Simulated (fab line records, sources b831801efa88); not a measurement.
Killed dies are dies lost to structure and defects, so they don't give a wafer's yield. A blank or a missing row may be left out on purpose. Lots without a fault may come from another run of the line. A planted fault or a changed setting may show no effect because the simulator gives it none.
Chamber matching | flow sky130 | SKY_CAP2M_CVD_00 on pecvd-03: 3 sister chambers
The step deposits SiO2, target thk 15.5 nm. 14 wafers are shown with their chamber, then 7 later ones without.

WAFERS WITH THEIR CHAMBER
wafer  | chamber | heater_power_w (W) | rf_fwd_power_W (W)
L110.1 | 1       | 700                | 442.7
L110.4 | 2       | 849                | 441.0
L110.5 | 0       | 858                | 441.5
L117.1 | 2       | 853                | 438.5
L117.3 | 1       | 665                | 443.8
L117.5 | 2       | 839                | 439.9
L122.3 | 0       | 806                | 440.9
L122.4 | 1       | 555                | 443.5
L122.6 | 2       | 819                | 438.2
L121.1 | 0       | 832                | 436.9
L121.3 | 2       | 873                | 439.2
L121.5 | 2       | 867                | 438.6
L127.1 | 1       | 685                | 445.4
L127.4 | 2       | 759                | 438.3

SIGNATURES (means of the wafers above)
reading        | chamber 0 | chamber 1 | chamber 2 | scatter within a chamber
heater_power_w | 832.00    | 651.25    | 837.00    | 46.1
rf_fwd_power_W | 439.767   | 443.850   | 439.100   | 1.44
Rule: a wafer's distance from a chamber is the root of the sum, over the readings, of the square of ((its reading less the chamber's mean) divided by the reading's scatter). The wafer belongs to the nearest chamber; if the next one is less than 2 further off, it can't be placed. The scatter: the root of (the sum of the squares of (reading less its chamber's mean) over the shown wafers, divided by (wafers less chambers)).

WAFERS WITHOUT THEIR CHAMBER
wafer  | heater_power_w (W) | rf_fwd_power_W (W)
L127.6 | 685                | 444.3
L128.2 | 829                | 439.8
L128.3 | 681                | 443.5
L128.6 | 828                | 438.6
L130.1 | 813                | 439.7
L130.4 | 799                | 438.1
L130.6 | 833                | 438.6

WHICH CHAMBER EACH WENT THROUGH
wafer  | from the rows above     | in truth
L127.6 | 1                       | 1
L128.2 | can't be placed: 0 or 2 | 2
L128.3 | 1                       | 1
L128.6 | can't be placed: 2 or 0 | 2
L130.1 | can't be placed: 0 or 2 | 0
L130.4 | can't be placed: 2 or 0 | 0
L130.6 | can't be placed: 2 or 0 | 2
Placed correctly: 2 of 7. Can't be placed from these rows: 5 (the true chamber is among the candidates in 5). Placed wrongly: 0.
